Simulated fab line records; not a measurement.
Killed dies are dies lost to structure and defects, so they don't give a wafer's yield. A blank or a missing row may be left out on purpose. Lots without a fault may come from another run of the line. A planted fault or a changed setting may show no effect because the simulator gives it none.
The same fault as seen by 2 desks -- flow sky130 -- numbers are kept per desk, each desk with only its own; the story behind them comes last

== THE TOOL OWNER'S DESK: litho-track-02 ==
The tool's own readings at SKY_LDD_P_SOFTBAKE_03 (time 60 s): means of the sampled wafers that have a number, for each lot that ran on this tool. A lot is out of limits, marked OUT, if its mean lies more than 4 standard deviations from the usual mean; the brackets give that distance.
Columns: A = exhaust-pa at SKY_LDD_P_SOFTBAKE_03, usual 45.1 Pa; B = heater-power-total-W at SKY_LDD_P_SOFTBAKE_03, usual 56.60 W; C = plate-temp-C at SKY_LDD_P_SOFTBAKE_03, usual 89.99 C
lot,first seen here,A,B,C
L628,day 23 14:24,45.0,56.58,89.96
L633,day 25 06:51,45.9,59.35 (+63) OUT,93.03 (+23) OUT
L635,day 25 17:30,43.2,59.33 (+62) OUT,93.15 (+24) OUT
This desk's finding: out of limits on L633, L635; first on L633, day 25 06:51 (heater-power-total-W at SKY_LDD_P_SOFTBAKE_03). Within limits: L628.

== THE METROLOGY DESK ==
Lot by lot, what the gauges showed, no matter which tool ran the lot: averages of those sampled wafers that carry a number. A lot is out of limits, marked OUT, if its mean lies more than 4 standard deviations from the usual mean; the brackets give that distance.
Columns: A = LDD_N_TW at SKY_LDD_N_TW_MEAS_17, usual 2581; B = cd-nm at SKY_LDD_P_CD_MEAS_07, usual 379.8 nm
lot,first seen here,A,B
L616,day 17 21:56,2572,380.8
L628,day 22 23:13,2605,377.3
L633,day 24 15:50,2588,378.0
L635,day 25 02:59,2578,381.3
L637,day 25 15:14,2584,380.7
L639,day 26 09:44,2592,379.7
This desk found nothing out of limits on any of the 6 lots.

== ALL TOGETHER ==
On L633, L635, at day 25 06:51, an alarm was possible from the tool owner's desk.
Metrology desk: nothing out of limits seen.
The metrology desk holds a record of L633, L635, inside its limits.
The lots listed all ran SKY_LDD_P_SOFTBAKE_03 on litho-track-02.

== WHAT THE SIMULATOR HAD PUT IN ==
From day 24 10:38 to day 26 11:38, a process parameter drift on litho-track-02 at SKY_LDD_P_SOFTBAKE_03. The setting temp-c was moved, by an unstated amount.
Shown lots that were struck: L633, L635.
How many hours passed from the start of the fault until each desk's first out-of-limits reading: the tool owner's desk, 20.
